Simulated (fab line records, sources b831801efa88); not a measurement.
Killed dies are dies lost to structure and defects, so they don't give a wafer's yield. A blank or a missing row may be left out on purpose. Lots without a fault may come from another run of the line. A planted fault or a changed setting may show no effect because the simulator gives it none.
Chamber matching | flow gf180mcu | GF_SAB_ETCH_11 on rie_diel-01: 4 sister chambers
The step etches SiO2 in C4F8/O2/Ar, target depth 55 nm, time 8.5 s. 14 wafers are shown with their chamber, then 7 later ones without.

WAFERS WITH THEIR CHAMBER
wafer  | chamber | oes_product_au (a.u.) | bias_w (W)
L308.3 | 0       | 0.995                 | 1209
L308.5 | 2       | 1.043                 | 1199
L308.6 | 1       | 1.000                 | 1199
L310.3 | 2       | 1.025                 | 1198
L310.5 | 0       | 0.992                 | 1199
L310.6 | 1       | 1.011                 | 1206
L313.2 | 1       | 1.001                 | 1198
L313.3 | 2       | 1.015                 | 1205
L313.4 | 0       | 0.991                 | 1194
L315.1 | 1       | 0.999                 | 1196
L315.2 | 3       | 1.021                 | 1196
L315.5 | 0       | 0.984                 | 1201
L316.1 | 3       | 1.019                 | 1202
L316.2 | 2       | 1.010                 | 1198

SIGNATURES (means of the wafers above)
reading        | chamber 0 | chamber 1 | chamber 2 | chamber 3 | scatter within a chamber
oes_product_au | 0.99050   | 1.00275   | 1.02325   | 1.02000   | 0.00892
bias_w         | 1200.75   | 1199.75   | 1200.00   | 1199.00   | 4.75
Rule: a wafer's distance from a chamber is the root of the sum, over the readings, of the square of ((its reading less the chamber's mean) divided by the reading's scatter). The wafer belongs to the nearest chamber; if the next one is less than 2 further off, it can't be placed. The scatter: the root of (the sum of the squares of (reading less its chamber's mean) over the shown wafers, divided by (wafers less chambers)).

WAFERS WITHOUT THEIR CHAMBER
wafer  | oes_product_au (a.u.) | bias_w (W)
L316.3 | 1.001                 | 1198
L325.3 | 0.988                 | 1200
L325.5 | 1.023                 | 1197
L325.6 | 1.013                 | 1196
L326.1 | 1.011                 | 1201
L326.2 | 0.987                 | 1199
L326.6 | 1.029                 | 1205

WHICH CHAMBER EACH WENT THROUGH
wafer  | from the rows above               | in truth
L316.3 | can't be placed: 1 or 0 or 3      | 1
L325.3 | can't be placed: 0 or 1           | 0
L325.5 | can't be placed: 3 or 2 or 1      | 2
L325.6 | can't be placed: 3 or 1 or 2 or 0 | 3
L326.1 | can't be placed: 1 or 3 or 2 or 0 | 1
L326.2 | can't be placed: 0 or 1           | 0
L326.6 | can't be placed: 2 or 3 or 1      | 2
Placed correctly: 0 of 7. Can't be placed from these rows: 7 (the true chamber is among the candidates in 7). Placed wrongly: 0.
